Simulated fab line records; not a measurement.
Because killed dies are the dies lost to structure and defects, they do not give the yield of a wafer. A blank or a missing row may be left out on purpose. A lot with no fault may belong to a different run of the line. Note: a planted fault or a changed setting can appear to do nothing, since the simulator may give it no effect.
What tool caused it? ; flow gf180mcu ; Sampling: 13 lots, 37 wafers, 5 of 602 route steps

== WHAT THE GAUGES SHOWED, per wafer ==
GF_DUAL_GATE_OVL_MEAS_11.
lot;measured;on;DUAL_GATE_OVL (nm)
L114;day 8 06:55;overlay-02;0.1 -2.1 0.2
L116;day 8 21:46;overlay-02;-2.0 -2.9 -2.8
L117;day 9 05:25;overlay-01;-1.5 -0.3 -1.1
L119;day 9 18:41;overlay-02;-0.8 -0.7
L122;day 10 20:02;overlay-02;-1.7 -0.1
L129;day 12 18:13;overlay-01;-1.5 -1.6 0.7
L130;day 12 22:16;overlay-01;-2.0 -0.3 -0.2
L131;day 13 07:56;overlay-01;-0.6 0.7 0.1
L132;day 13 21:19;overlay-01;-2.1 -3.6 -2.3
L134;day 14 06:43;overlay-02;1.2 1.8 1.0
L136;day 14 18:20;overlay-01;-0.5 -2.2 -2.2
L135;day 14 20:19;overlay-02;0.5 0.5 1.4
L137;day 15 04:13;overlay-02;-1.6 -2.6 -0.7

GF_SAB_THK_MEAS_01.
lot;measured;on;SAB_CVD_00_THK (nm)
L114;day 14 06:19;film metro-04;48.6 49.4 50.6
L116;day 15 00:32;film metro-01;49.0 49.4 50.4
L117;day 15 11:57;film metro-04;48.6 49.6 49.6
L119;day 16 00:34;film metro-01;50.3 74.2 50.3 74.2
L122;day 17 09:04;film metro-01;49.9 75.9 49.9 76.0
L129;day 19 17:35;film metro-01;49.5 50.5 49.9
L130;day 19 23:19;film metro-04;49.6 48.7 49.3
L131;day 20 07:50;film metro-01;49.8 50.9 50.6
L132;day 21 03:02;film metro-01;48.8 49.6 49.9
L134;day 21 11:10;film metro-01;49.8 50.7 51.0
L136;day 22 01:58;film metro-01;49.1 50.4 50.9
L135;day 22 03:26;film metro-02;48.9 48.9 49.7
L137;day 22 11:23;film metro-04;49.5 50.3 49.7

== WHICH TOOL RAN EACH LOT (tool, then ch and the chambers of the sampled wafers, then the start) ==
lot;GF_HV_LDD_STRIP_22;GF_PSD_RTA_13;GF_SAB_CVD_00
L114;plasma asher-04 ch 0,1, day 10 19:57;rtp anneal-01 ch 0, day 14 05:58;pecvd-02 ch 0,1, day 14 06:18
L116;plasma asher-03 ch 0, day 11 11:35;rtp anneal-02 ch 0, day 15 00:12;pecvd-01 ch 1,2, day 15 00:31
L117;plasma asher-04 ch 0,1, day 11 21:08;rtp anneal-01 ch 0, day 15 11:37;pecvd-01 ch 0,1, day 15 11:55
L119;plasma asher-02 ch 0, day 12 08:08;rtp anneal-01 ch 0, day 16 00:14;pecvd-02 ch 0,2, day 16 00:33
L122;plasma asher-03 ch 0,1, day 13 11:32;rtp anneal-01 ch 0, day 17 08:44;pecvd-02 ch 1,2, day 17 09:03
L129;plasma asher-02 ch 0, day 15 15:05;rtp anneal-01 ch 0, day 19 17:12;pecvd-03 ch 0,2, day 19 17:31
L130;plasma asher-03 ch 0,1, day 15 22:58;rtp anneal-02 ch 0, day 19 22:59;pecvd-03 ch 0,1,2, day 19 23:18
L131;plasma asher-04 ch 0,1, day 16 05:01;rtp anneal-02 ch 0, day 20 07:30;pecvd-02 ch 1,2, day 20 07:48
L132;plasma asher-04 ch 0,1, day 16 22:23;rtp anneal-01 ch 0, day 21 02:42;pecvd-03 ch 0,1,2, day 21 03:01
L134;plasma asher-03 ch 0,1, day 17 06:26;rtp anneal-01 ch 0, day 21 10:49;pecvd-02 ch 0,1, day 21 11:07
L136;plasma asher-03 ch 0,1, day 17 21:11;rtp anneal-02 ch 0, day 22 01:37;pecvd-02 ch 0,1,2, day 22 01:57
L135;plasma asher-03 ch 0, day 17 23:35;rtp anneal-01 ch 0, day 22 03:05;pecvd-03 ch 0,1,2, day 22 03:24
L137;plasma asher-03 ch 0,1, day 18 06:22;rtp anneal-02 ch 0, day 22 11:03;pecvd-03 ch 1,2, day 22 11:22
- GF_HV_LDD_STRIP_22: strips in O2/N2.
- GF_PSD_RTA_13: time 20 s.
- GF_SAB_CVD_00: deposits SiO2 from TEOS, target thk 50 nm, time 4.9302 s.

== AS READ BY THE TOOLS THEMSELVES (means over the sampled wafers that have a number; for cases with no such wafer, the mark the record gives instead) ==
GF_HV_LDD_STRIP_22.
lot;tool;chamber pressure mTorr (mTorr);drypump motor current A (A);heater power w (W);oes product au (a.u.);strip time to endpoint s (s)
L114;plasma asher-04;1498.9;5.80;364;0.717;12.67
L116;plasma asher-03;1499.2;5.84;346;0.717;12.60
L117;plasma asher-04;1499.7;5.65;363;0.710;12.65
L119;plasma asher-02;1499.7;5.80;321;0.714;12.62
L122;plasma asher-03;1499.5;5.71;336;0.714;12.63
L129;plasma asher-02;1499.6;5.79;329;0.719;12.64
L130;plasma asher-03;1502.1;5.77;335;0.717;12.66
L131;plasma asher-04;1500.5;5.65;361;0.718;12.62
L132;plasma asher-04;1500.6;5.64;367;0.713;12.62
L134;plasma asher-03;1500.9;5.69;329;0.718;12.63
L136;plasma asher-03;1500.1;5.76;339;0.721;12.59
L135;plasma asher-03;1498.6;5.81;348;0.718;12.61
L137;plasma asher-03;1499.0;5.76;344;0.713;12.59

GF_PSD_RTA_13.
lot;tool;lamp power pct (%);wafer_temp_C_max
L114;rtp anneal-01;40.0;1029.7
L116;rtp anneal-02;38.1;1030.3
L117;rtp anneal-01;40.0;1029.8
L119;rtp anneal-01;40.0;1030.9
L122;rtp anneal-01;40.0;1030.3
L129;rtp anneal-01;40.0;1031.1
L130;rtp anneal-02;38.0;1030.1
L131;rtp anneal-02;38.1;1030.6
L132;rtp anneal-01;40.0;1029.4
L134;rtp anneal-01;39.9;1029.6
L136;rtp anneal-02;38.1;1029.8
L135;rtp anneal-01;40.0;1030.2
L137;rtp anneal-02;38.1;1030.2

GF_SAB_CVD_00.
lot;tool;heater power w (W)
L114;pecvd-02;750
L116;pecvd-01;711
L117;pecvd-01;675
L119;pecvd-02;624
L122;pecvd-02;682
L129;pecvd-03;746
L130;pecvd-03;664
L131;pecvd-02;631
L132;pecvd-03;674
L134;pecvd-02;687
L136;pecvd-02;660
L135;pecvd-03;712
L137;pecvd-03;647

== THE ANSWER, worked out from the rows above alone ==
Rule: what is usual is taken from the lots themselves. Put in order of their means at a reading, lots are off if they are a third of the lots or fewer, leave a main group of 4 or more, and stand apart from it by a gap of 3 or more times the standard deviation of the main group's means; of several such gaps the widest counts. Not used: any main group whose means are identical at the precision the tables above print for the reading. Also off: a lot with no number at a reading for which 4 or more lots have one. Any other lot the step has rows for is counted as sound. First the gauges in route order, then the tools' own readings, where a lot's mean is used as printed above. The first step at which some lot is off is used, and at that step the reading that is off furthest; a lot without a number counts as furthest.
Off: L119, L122, seen at GF_SAB_THK_MEAS_01 (SAB_CVD_00_THK). For the main group the mean is 49.7 nm and the standard deviation 0.45.
If a tool, at a process step before that reading, ran all the lots that are off and no sound lot after the first of them, it fits. Those tools and the gauges at GF_SAB_THK_MEAS_01 are tried in the same way. None of those tried fits.

== WHAT THE SIMULATOR HAD PUT IN ==
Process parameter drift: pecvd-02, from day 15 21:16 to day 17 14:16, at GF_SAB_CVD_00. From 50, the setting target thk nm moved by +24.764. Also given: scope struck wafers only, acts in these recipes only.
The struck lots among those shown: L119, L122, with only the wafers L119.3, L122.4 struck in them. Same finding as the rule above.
